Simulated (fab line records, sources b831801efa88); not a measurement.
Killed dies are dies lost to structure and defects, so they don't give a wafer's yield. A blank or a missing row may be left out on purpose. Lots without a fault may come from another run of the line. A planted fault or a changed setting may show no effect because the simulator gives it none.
fab line records | flow sky130
record lots=7 wafers=21 last_day=50
route steps=708 shown VT_ADJUST_LVTN@104 VT_ADJUST_NCORE@119 PAD_OPEN@708
lots that met no fault: from a run of the same line without faults
start_h: hours from the record's first day to the start of the lot's first wafer shown | wait_h: hours since the lot's step before | " the same as in the row above | L1.1+2: a row that stands for several wafers | - no value, or no start given | * or withheld: withheld | < > ~ a bound
route shown NAME@n: a module of which the file shows steps, and the number in the route of the first | usual: mean/standard deviation of fault-free wafers | same: alike in all rows | chamber/n: place in a boat | sites: the reading at each site | _std_site: their standard deviation | _edge_site: outer sites' mean less inner sites' | radius_mm: how far each site lies from the wafer's centre | mask NAME#n: copy n | behind: the tool/chamber that last shaped the wafer | hold: why the lot was held/for how many hours/how that ended | device: the transistor (n, p or np) that didn't switch | end of line: the same wafers' tests at the end of the route | a step without rows: its recipe alone | killed: dies lost to structure and defects at the first sort, not the wafer's yield | map: a wafer's dies, x killed, . not, _ none there
set.NAME: the setting as run; set.NAME@STEP: as run at that earlier step | model.NAME: the simulator's own value behind a step, which no gauge read
lots at some steps of the route; a table a step, a row a wafer
services: from which hour (start_h, from the record's first day; less than 0 if before it) a tool's chamber was out of use, for how many hours, and why
## steps
# step SKY_VT_ADJUST_LVTN_OVL_MEAS_07
# usual VT_ADJUST_LVTN_OVL=-0.4/1.7
# columns lot.wafer tool chamber start_h wait_h VT_ADJUST_LVTN_OVL[nm]
L149.2 overlay-01 - 195.54 - 0.1
L149.5 " - " " 0.5
L149.6 " - " " 0.5
L150.3 overlay-01 - 203.99 - -0.7
L150.4 " - " " 0.7
L150.6 " - " " 0.3
L155.1 overlay-01 - 236.18 - -1.0
L155.4 " - " " -1.4
L155.5 " - " " -1.5
L157.2 overlay-01 - 250.06 - 0.3
L157.4 " - " " 1.5
L157.5 " - " " 1.6
L158.1 overlay-02 - 254.62 - -0.1
L158.4 " - " " 0.5
L158.5 " - " " 0.2
L159.2 overlay-01 - 262.29 - 0.9
L159.3 " - " " 1.4
L159.5 " - " " 0.5
L164.2 overlay-01 - 296.04 - -1.3
L164.3 " - " " -1.2
L164.5 " - " " -0.6
# step SKY_VT_ADJUST_LVTN_IMPLANT_08
# recipe species=B energy_kev=30 dose_cm2=1.57e+12 tilt_deg=withheld
# step SKY_VT_ADJUST_LVTN_STRIP_09
# recipe chemistry=O2/N2 power_w=1400 pressure_mtorr=1500 platen_temp_c=withheld o2_flow_sccm=3000 n2_flow_sccm=300 overash_fraction=0.5
# usual drypump_motor_current_A=5.7/0.56 oes_product_au=0.723/0.0042 strip_time_to_endpoint_s=36.90/0.11
# columns lot.wafer tool chamber start_h wait_h drypump_motor_current_A oes_product_au rf_hours_counter_h strip_time_to_endpoint_s
L149.2 plasma_asher-02 0 195.72 0.1 5.7 0.719 50 36.78
L149.5 " 1 " " 5.4 0.725 - 36.78
L149.6 " 0 " " 5.7 0.721 - 36.88
L150.3 plasma_asher-02 1 204.20 0.1 5.4 0.719 - 36.96
L150.4 " 0 " " 5.7 0.734 - 37.02
L150.6 " 0 " " 5.7 0.724 - 37.02
L155.1 plasma_asher-03 1 236.37 0.1 6.7 0.717 13 36.72
L155.4 " 0 " " 5.9 0.723 - 36.78
L155.5 " 1 " " 6.7 0.727 - 36.79
L157.2 plasma_asher-02 0 250.24 0.1 5.7 0.727 59 36.65
L157.4 " 0 " " 5.7 0.725 - 36.69
L157.5 " 1 " " 5.4 0.719 - 36.68
L158.1 plasma_asher-03 0 254.80 0.1 5.9 0.718 14 36.97
L158.4 " 0 " " 5.9 0.721 - 37.00
L158.5 " 0 " " 5.9 0.727 - 37.01
L159.2 plasma_asher-03 1 262.47 0.1 6.7 0.725 15 37.11
L159.3 " 0 " " 5.9 0.726 - 37.08
L159.5 " 0 " " 5.9 0.727 - 37.07
L164.2 plasma_asher-03 1 296.22 0.1 6.7 0.718 21 37.00
L164.3 " 1 " " 6.7 0.725 - 36.83
L164.5 " 1 " " 6.7 0.726 - 36.86
# step SKY_VT_ADJUST_LVTN_TW_MEAS_10
# usual VT_ADJUST_LVTN_TW=241.1/1.6
# columns lot.wafer tool chamber start_h wait_h VT_ADJUST_LVTN_TW
L149.2 film_metro-02 - 195.83 0.1 240.4
L149.5 " - " " 240.0
L149.6 " - " " 239.9
L150.3 film_metro-01 - 204.29 0.1 241.6
L150.4 " - " " 242.1
L150.6 " - " " 242.0
L155.1 film_metro-01 - 236.47 0.1 240.9
L155.4 " - " " 241.7
L155.5 " - " " 241.9
L157.2 film_metro-04 - 250.35 0.1 242.5
L157.4 " - " " 242.1
L157.5 " - " " 241.5
L158.1 film_metro-04 - 254.90 0.1 243.5
L158.4 " - " " 242.3
L158.5 " - " " 242.6
L159.2 film_metro-02 - 262.58 0.1 240.1
L159.3 " - " " 239.5
L159.5 " - " " 238.0
L164.2 film_metro-01 - 296.33 0.1 240.1
L164.3 " - " " 239.7
L164.5 " - " " 239.0
# step SKY_VT_ADJUST_LVTN_DEHYDRATE_11
# recipe temp_c=200 time_s=60
# step SKY_VT_ADJUST_LVTN_HMDS_12
# recipe prime_time_s=60 prime_temp_c=120
# step SKY_VT_ADJUST_LVTN_COAT_13
# recipe resist=NOVOLAK spin_rpm=3000 resist_thk_nm=1140
# step SKY_VT_ADJUST_LVTN_SOFTBAKE_14
# recipe temp_c=90 time_s=60 resist=NOVOLAK
# step SKY_VT_ADJUST_LVTN_EXPOSE_15
# recipe mask_id=HVN_STD_DERIVED na=0.6 source_shape=conventional sigma_outer=0.6 polarization=unpolarized target_cd_nm=600 dose_mj=163
# step SKY_VT_ADJUST_LVTN_PEB_16
# recipe temp_c=withheld time_s=* resist=NOVOLAK
# step SKY_VT_ADJUST_LVTN_DEVELOP_17
# recipe resist=NOVOLAK developer=TMAH develop_time_s=60 dev_temp_c=23
# step SKY_VT_ADJUST_LVTN_OVL_MEAS_18
# usual VT_ADJUST_LVTN_01_OVL=0.5/1.3
# columns lot.wafer tool chamber start_h wait_h VT_ADJUST_LVTN_01_OVL[nm]
L149.2 overlay-02 - 218.27 0.1 -0.4
L149.5 " - " " 1.5
L149.6 " - " " 0.0
L150.3 overlay-02 - 227.33 0.1 -0.1
L150.4 " - " " -0.1
L150.6 " - " " -0.9
L155.1 overlay-01 - 259.42 0.1 1.8
L155.4 " - " " 3.2
L155.5 " - " " 1.8
L157.2 overlay-01 - 275.19 0.1 1.5
L157.4 " - " " -0.2
L157.5 " - " " -0.1
L158.1 overlay-02 - 280.23 0.1 1.0
L158.4 " - " " 1.2
L158.5 " - " " 0.9
L159.2 overlay-01 - 287.89 0.1 1.7
L159.3 " - " " 1.1
L159.5 " - " " 2.4
L164.2 overlay-01 - 321.57 0.1 -0.4
L164.3 " - " " 2.5
L164.5 " - " " 1.0
# step SKY_VT_ADJUST_LVTN_IMPLANT_19
# recipe species=B energy_kev=30 dose_cm2=6.5e+11 tilt_deg=withheld
# usual dose_ions_cm2=6.498e+11/7.3e+08 faraday_current_uA=3.68/0.074
# columns lot.wafer tool chamber start_h wait_h dose_ions_cm2 faraday_current_uA
L149.2 implanter-04 0 218.33 0.0 6.502e+11 3.66
L149.5 " 0 " " 6.497e+11 3.67
L149.6 " 0 " " 6.509e+11 3.63
L150.3 implanter-04 0 227.40 0.1 6.491e+11 3.67
L150.4 " 0 " " 6.496e+11 3.77
L150.6 " 0 " " 6.497e+11 3.76
L155.1 implanter-04 0 259.45 0.0 1.177e+12 6.43
L155.4 " 0 " " 1.1776e+12 6.67
L155.5 " 0 " " 1.1779e+12 6.76
L157.2 implanter-04 0 275.24 0.0 1.1768e+12 6.54
L157.4 " 0 " " 1.1779e+12 6.76
L157.5 " 0 " " 1.1771e+12 6.52
L158.1 implanter-04 0 280.27 0.0 1.1765e+12 6.62
L158.4 " 0 " " 1.1766e+12 6.80
L158.5 " 0 " " 1.1771e+12 6.73
L159.2 implanter-02 0 287.94 0.0 6.488e+11 3.63
L159.3 " 0 " " 6.496e+11 3.65
L159.5 " 0 " " 6.483e+11 3.55
L164.2 implanter-03 0 321.63 0.0 6.514e+11 3.60
L164.3 " 0 " " 6.51e+11 3.66
L164.5 " 0 " " 6.505e+11 3.65
# step SKY_VT_ADJUST_LVTN_STRIP_20
# recipe chemistry=O2/N2 power_w=1400 pressure_mtorr=1500 platen_temp_c=withheld o2_flow_sccm=3000 n2_flow_sccm=300 overash_fraction=0.5
# usual drypump_motor_current_A=5.9/0.52 oes_product_au=0.716/0.0046 strip_time_to_endpoint_s=14.17/0.043
# columns lot.wafer tool chamber start_h wait_h drypump_motor_current_A oes_product_au rf_hours_counter_h strip_time_to_endpoint_s
L149.2 plasma_asher-02 0 218.45 0.1 5.7 0.705 53 14.12
L149.5 " 0 " " 5.7 0.710 - 14.17
L149.6 " 1 " " 5.4 0.720 - 14.14
L150.3 plasma_asher-03 1 227.54 0.1 6.7 0.721 - 14.17
L150.4 " 0 " " 5.9 0.726 - 14.09
L150.6 " 1 " " 6.7 0.713 - 14.14
L155.1 plasma_asher-03 0 259.60 0.1 5.9 0.705 15 14.19
L155.4 " 0 " " 5.9 0.713 - 14.14
L155.5 " 1 " " 6.7 0.715 - 14.19
L157.2 plasma_asher-03 1 275.37 0.1 6.7 0.713 18 14.18
L157.4 " 0 " " 5.8 0.723 - 14.16
L157.5 " 0 " " 5.8 0.714 - 14.19
L158.1 plasma_asher-03 0 280.42 0.1 5.9 0.715 19 14.06
L158.4 " 1 " " 6.7 0.714 - 14.06
L158.5 " 0 " " 5.9 0.712 - 14.06
L159.2 plasma_asher-04 0 288.07 0.1 5.2 0.722 39 14.14
L159.3 " 0 " " 5.2 0.712 - 14.08
L159.5 " 0 " " 5.2 0.719 - 14.19
L164.2 plasma_asher-02 1 321.75 0.1 5.4 0.717 61 14.11
L164.3 " 0 " " 5.7 0.719 - 14.15
L164.5 " 1 " " 5.4 0.716 - 14.14
# step SKY_VT_ADJUST_LVTN_TW_MEAS_21
# usual VT_ADJUST_LVTN_2_TW=188.0/1.3
# columns lot.wafer tool chamber start_h wait_h VT_ADJUST_LVTN_2_TW
L149.2 film_metro-01 - 218.56 0.1 188.9
L149.5 " - " " 189.8
L149.6 " - " " 188.2
L150.3 film_metro-01 - 227.62 0.1 187.8
L150.4 " - " " 189.7
L150.6 " - " " 188.7
L155.1 film_metro-02 - 259.70 0.1 220.4
L155.4 " - " " 220.1
L155.5 " - " " 219.5
L157.2 film_metro-02 - 275.48 0.1 221.0
L157.4 " - " " 221.5
L157.5 " - " " 220.8
L158.1 film_metro-01 - 280.52 0.1 220.1
L158.4 " - " " 220.4
L158.5 " - " " 221.7
L159.2 film_metro-02 - 288.18 0.1 185.9
L159.3 " - " " 185.9
L159.5 " - " " 185.9
L164.2 film_metro-02 - 321.86 0.1 187.2
L164.3 " - " " 188.1
L164.5 " - " " 185.8
# step SKY_VT_ADJUST_NCORE_DEHYDRATE_00
# recipe temp_c=200 time_s=60
# step SKY_PAD_OPEN_PROBE_99
# usual killed_at_M0_to_M3=45/7.2 killed_at_M4_up=3.0/1.8 killed_at_contacts=25/6.1 killed_at_front_end=14/4.4 killed_at_other=0.2/0.44 killed_dies=88/10 killed_on_rim=17/3.5 killed_open=48/7.4 killed_short=40/6.3
# same gross_dies=492 killed_at_back_side=0
# columns lot.wafer tool chamber start_h wait_h killed_at_M0_to_M3 killed_at_M4_up killed_at_contacts killed_at_front_end killed_at_other killed_dies killed_on_rim killed_open killed_short model.etest.res_pwell_under_gate.rs_ohm_sq model.etest.nfet_g5v0d10v5.r_on_ohm_um model.etest.tip_n_5v.rs_ohm_sq model.etest.nfet_g5v0d10v5.drive_ua_um model.etest.nfet_16v.drive_ua_um model.etest.pfet_16v.drive_ua_um model.etest.nfet_g5v0d10v5.body_rise_v model.etest.nfet_16v.body_rise_v
L149.2 prober-02 - 1133.30 0.1 42 2 21 18 0 83 16 49 34 2290 1875 1383 602.2 222.1 243.6 0.669 0.6627
L149.5 prober-02 - 1133.45 0.2 37 2 32 11 1 83 15 40 43 2300 1865 1374 613 224.8 242.9 0.6675 0.6617
L149.6 prober-02 - 1133.50 0.2 58 2 24 11 0 95 22 51 44 2315 1872 1377 610.8 223.5 237.2 0.6672 0.6604
L150.3 prober-01 - 1137.38 0.2 50 1 15 18 0 84 19 51 33 2280 1912 1394 599.9 220.2 250.4 0.6853 0.6775
L150.4 prober-01 - 1137.43 0.2 44 3 16 11 0 74 15 38 36 2270 1920 1387 601.3 219.3 251.9 0.6817 0.6764
L150.6 prober-01 - 1137.53 0.2 49 8 31 15 0 103 18 53 50 2277 1877 1388 605.9 223.3 251.4 0.6804 0.6746
L155.1 prober-02 - 1160.90 0.1 50 3 29 6 0 88 16 45 43 2182 1947 1441 579.2 209.4 252.7 0.7472 0.7426
L155.4 prober-02 - 1161.05 0.2 46 1 22 14 0 83 12 43 40 2184 1920 1446 581 210.2 249.5 0.7466 0.742
L155.5 prober-02 - 1161.10 0.2 53 1 43 14 1 112 18 68 44 2186 1923 1428 588.1 213.8 249.1 0.7372 0.7323
L157.2 prober-01 - 1171.70 0.1 51 6 25 14 0 96 21 53 43 2177 1957 1418 582.1 208.2 256.1 0.7542 0.7462
L157.4 prober-01 - 1171.80 0.2 43 2 24 11 0 80 18 48 32 2207 1928 1420 568.5 204.7 257.6 0.764 0.7578
L157.5 prober-01 - 1171.85 0.2 57 0 22 17 0 96 17 56 40 2194 1940 1427 571.2 205.5 255.5 0.7578 0.7538
L158.1 prober-02 - 1176.93 0.1 40 3 20 24 1 88 10 51 37 2178 1935 1418 583.4 210.3 252.8 0.7396 0.7336
L158.4 prober-02 - 1177.08 0.2 40 4 22 9 1 76 11 44 32 2191 1898 1404 580.6 210.6 256.1 0.7454 0.7393
L158.5 prober-02 - 1177.13 0.2 42 4 11 14 0 71 20 35 36 2186 1919 1404 585 214.4 256.8 0.7377 0.7317
L159.2 prober-01 - 1183.28 0.1 30 5 35 17 0 87 14 45 42 2305 1875 1388 612.7 226.6 254.2 0.6657 0.6588
L159.3 prober-01 - 1183.33 0.2 50 4 21 19 1 95 16 50 45 2301 1894 1394 600.5 221.8 248.6 0.6755 0.6699
L159.5 prober-01 - 1183.43 0.2 36 8 17 20 0 81 15 35 46 2296 1896 1391 610 226 245.9 0.6658 0.6591
L164.2 prober-02 - 1198.52 0.1 51 2 21 19 1 94 15 50 44 2246 1852 1400 617.7 227.3 246.2 0.6617 0.6561
L164.3 prober-02 - 1198.57 0.2 42 1 13 13 1 70 18 42 28 2253 1886 1397 606.5 224.6 240.7 0.67 0.6624
L164.5 prober-02 - 1198.67 0.2 47 3 16 11 1 78 20 38 40 2262 1887 1390 606.2 225.2 245.5 0.6739 0.6697
# killed by level:class
L149.2 VIA3:geometric_particle:open=11 CONTACT:geometric_particle:open=8 VIA1:geometric_particle:open=8 POLY_GATE:geometric_particle:open=6 CONTACT:geometric_particle:short=6 METAL1:geometric_particle:short=6 FIELD_ISO:geometric_particle:short=5 VIA2:geometric_particle:open=5
L149.5 CONTACT:geometric_particle:open=11 METAL1:geometric_particle:short=9 CONTACT:geometric_particle:short=8 LI_CONTACT:geometric_particle:open=5 VIA1:geometric_particle:open=5 VIA2:geometric_particle:open=5 VIA3:geometric_particle:open=5 LI_CONTACT:geometric_particle:short=4
L149.6 VIA2:geometric_particle:open=11 VIA1:geometric_particle:open=9 VIA3:geometric_particle:open=9 CONTACT:geometric_particle:short=7 VIA1:geometric_particle:short=7 LI_CONTACT:geometric_particle:open=6 METAL3:geometric_particle:short=6 CONTACT:geometric_particle:open=5
L150.3 VIA1:geometric_particle:open=19 VIA1:geometric_particle:short=8 VIA3:geometric_particle:open=6 CONTACT:geometric_particle:open=6 METAL2:geometric_particle:short=5 POLY_GATE:geometric_particle:short=4 POLY_GATE:geometric_particle:open=4 LI_CONTACT:geometric_particle:open=4
L150.4 VIA1:geometric_particle:open=11 VIA2:geometric_particle:open=7 METAL1:geometric_particle:short=7 LOCAL_INTERCONNECT:geometric_particle:short=5 CONTACT:geometric_particle:open=5 CONTACT:geometric_particle:short=4 METAL2:geometric_particle:short=4 VIA3:geometric_particle:open=4
L150.6 VIA1:geometric_particle:open=15 CONTACT:geometric_particle:open=12 VIA2:geometric_particle:open=8 VIA1:geometric_particle:short=7 POLY_GATE:geometric_particle:short=6 LOCAL_INTERCONNECT:geometric_particle:short=6 METAL2:geometric_particle:short=6 METAL4:geometric_particle:short=6
L155.1 VIA1:geometric_particle:open=15 METAL1:geometric_particle:short=13 LI_CONTACT:geometric_particle:open=10 CONTACT:geometric_particle:open=9 CONTACT:geometric_particle:short=7 VIA1:geometric_particle:short=5 VIA2:geometric_particle:short=4 VIA3:geometric_particle:short=4
L155.4 VIA1:geometric_particle:open=16 VIA1:geometric_particle:short=6 VIA3:geometric_particle:open=6 LI_CONTACT:geometric_particle:short=5 LI_CONTACT:geometric_particle:open=5 LOCAL_INTERCONNECT:geometric_particle:short=5 CONTACT:geometric_particle:short=5 POLY_GATE:geometric_particle:open=4
L155.5 CONTACT:geometric_particle:open=21 VIA3:geometric_particle:open=13 METAL1:geometric_particle:short=9 CONTACT:geometric_particle:short=9 VIA1:geometric_particle:open=8 LI_CONTACT:geometric_particle:open=6 VIA2:geometric_particle:open=5 FIELD_ISO:geometric_particle:short=4
L157.2 VIA1:geometric_particle:open=12 CONTACT:geometric_particle:open=10 VIA1:geometric_particle:short=6 LOCAL_INTERCONNECT:geometric_particle:short=5 VIA2:geometric_particle:open=5 METAL1:geometric_particle:open=5 METAL2:geometric_particle:short=5 METAL3:geometric_particle:short=5
L157.4 VIA1:geometric_particle:open=11 CONTACT:geometric_particle:open=9 METAL2:geometric_particle:short=8 POLY_GATE:geometric_particle:open=5 CONTACT:geometric_particle:short=5 LI_CONTACT:geometric_particle:open=5 VIA2:geometric_particle:open=5 FIELD_ISO:geometric_particle:open=4
L157.5 VIA1:geometric_particle:open=12 CONTACT:geometric_particle:short=8 CONTACT:geometric_particle:open=7 VIA3:geometric_particle:open=7 VIA2:geometric_particle:open=7 VIA1:geometric_particle:short=6 VIA2:geometric_particle:short=6 FIELD_ISO:geometric_particle:open=5
L158.1 VIA1:geometric_particle:open=13 CONTACT:geometric_particle:open=8 FIELD_ISO:geometric_particle:open=6 LI_CONTACT:geometric_particle:open=6 VIA2:geometric_particle:open=6 FIELD_ISO:geometric_particle:short=5 METAL1:geometric_particle:short=4 VIA1:geometric_particle:short=4
L158.4 VIA1:geometric_particle:open=12 CONTACT:geometric_particle:open=9 VIA3:geometric_particle:open=8 METAL2:geometric_particle:short=6 LI_CONTACT:geometric_particle:open=5 VIA2:geometric_particle:open=5 FIELD_ISO:geometric_particle:short=4 LOCAL_INTERCONNECT:geometric_particle:short=4
L158.5 METAL1:geometric_particle:short=6 VIA1:geometric_particle:open=6 VIA3:geometric_particle:open=6 FIELD_ISO:geometric_particle:open=5 VIA2:geometric_particle:open=5 VIA2:geometric_particle:short=4 METAL2:geometric_particle:short=4 LI_CONTACT:geometric_particle:open=3
L159.2 LI_CONTACT:geometric_particle:open=10 CONTACT:geometric_particle:open=9 FIELD_ISO:geometric_particle:open=7 LI_CONTACT:geometric_particle:short=7 VIA1:geometric_particle:open=6 VIA2:geometric_particle:open=5 FIELD_ISO:geometric_particle:short=4 LOCAL_INTERCONNECT:geometric_particle:short=4
L159.3 METAL1:geometric_particle:short=11 VIA1:geometric_particle:open=10 VIA3:geometric_particle:open=9 VIA2:geometric_particle:open=8 CONTACT:geometric_particle:open=7 LOCAL_INTERCONNECT:geometric_particle:short=5 LI_CONTACT:geometric_particle:open=4 POLY_GATE:geometric_particle:short=3
L159.5 VIA1:geometric_particle:open=8 FIELD_ISO:geometric_particle:short=7 METAL4:geometric_particle:short=7 METAL1:geometric_particle:short=6 METAL3:geometric_particle:short=6 CONTACT:geometric_particle:open=5 VIA3:geometric_particle:open=5 POLY_GATE:geometric_particle:open=4
L164.2 VIA1:geometric_particle:open=12 CONTACT:geometric_particle:open=11 METAL2:geometric_particle:short=11 VIA3:geometric_particle:open=7 VIA2:geometric_particle:open=6 FIELD_ISO:geometric_particle:short=5 CONTACT:geometric_particle:short=5 VIA1:geometric_particle:short=3
L164.3 VIA2:geometric_particle:open=9 VIA1:geometric_particle:open=8 VIA3:geometric_particle:open=8 LI_CONTACT:geometric_particle:open=5 CONTACT:geometric_particle:short=4 POLY_GATE:geometric_particle:short=3 POLY_GATE:geometric_particle:open=3 METAL3:geometric_particle:short=3
L164.5 VIA1:geometric_particle:open=11 VIA1:geometric_particle:short=10 METAL1:geometric_particle:short=8 CONTACT:geometric_particle:open=7 VIA2:geometric_particle:open=5 POLY_GATE:geometric_particle:open=4 LI_CONTACT:geometric_particle:open=4 METAL2:geometric_particle:short=3
## services
# columns tool chamber start_h hours kind
implanter-03 - 174.36 10.4 repair
plasma_asher-04 - 188.74 1.6 repair
plasma_asher-04 - 190.64 88.7 repair
implanter-04 - 193.93 6.3 repair
plasma_asher-03 - 204.24 1.7 repair
plasma_asher-03 - 237.10 14.6 pm
plasma_asher-02 - 251.70 52.3 pm
implanter-03 - 262.99 5.0 pm
implanter-03 - 268.03 3.4 pm
implanter-03 - 271.68 26.6 repair
implanter-03 - 297.90 2.2 repair
implanter-04 - 317.19 3.6 pm
## key
first_sign step=SKY_VT_ADJUST_LVTN_IMPLANT_19 reading=dose_ions_cm2 direction=up sigmas=99+ usual=* struck=*
effect step=SKY_VT_ADJUST_LVTN_IMPLANT_19 reading=faraday_current_uA direction=up sigmas=40 usual=3.68 struck=6.65
effect step=SKY_VT_ADJUST_LVTN_TW_MEAS_21 reading=VT_ADJUST_LVTN_2_TW direction=up sigmas=25 usual=188.0 struck=220.6
model_effect step=SKY_PAD_OPEN_PROBE_99 value=etest.res_pwell_under_gate.rs_ohm_sq without=2278 struck=2187
met_at SKY_VT_ADJUST_LVTN_IMPLANT_19
struck_wafers L155.1,L155.4,L155.5,L157.2,L157.4,L157.5,L158.1,L158.4,L158.5
tester_left_out L155,L157,L158
onset_between 227.40 259.45
fault kind=process_parameter_drift tool=implanter-04 chamber=- onset_h=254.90 steps=SKY_VT_ADJUST_LVTN_IMPLANT_19 channel=dose_cm2 offset=* shape=step end_h=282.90 acts_in=* stated=*
# tester_left_out: of these lots the tester's yield and bins aren't shown, on N5 and GAA mostly nor the transistor test; their killed dies are dies lost to structure and defects alone, not to doping, threshold or leakage, so they don't give the yield
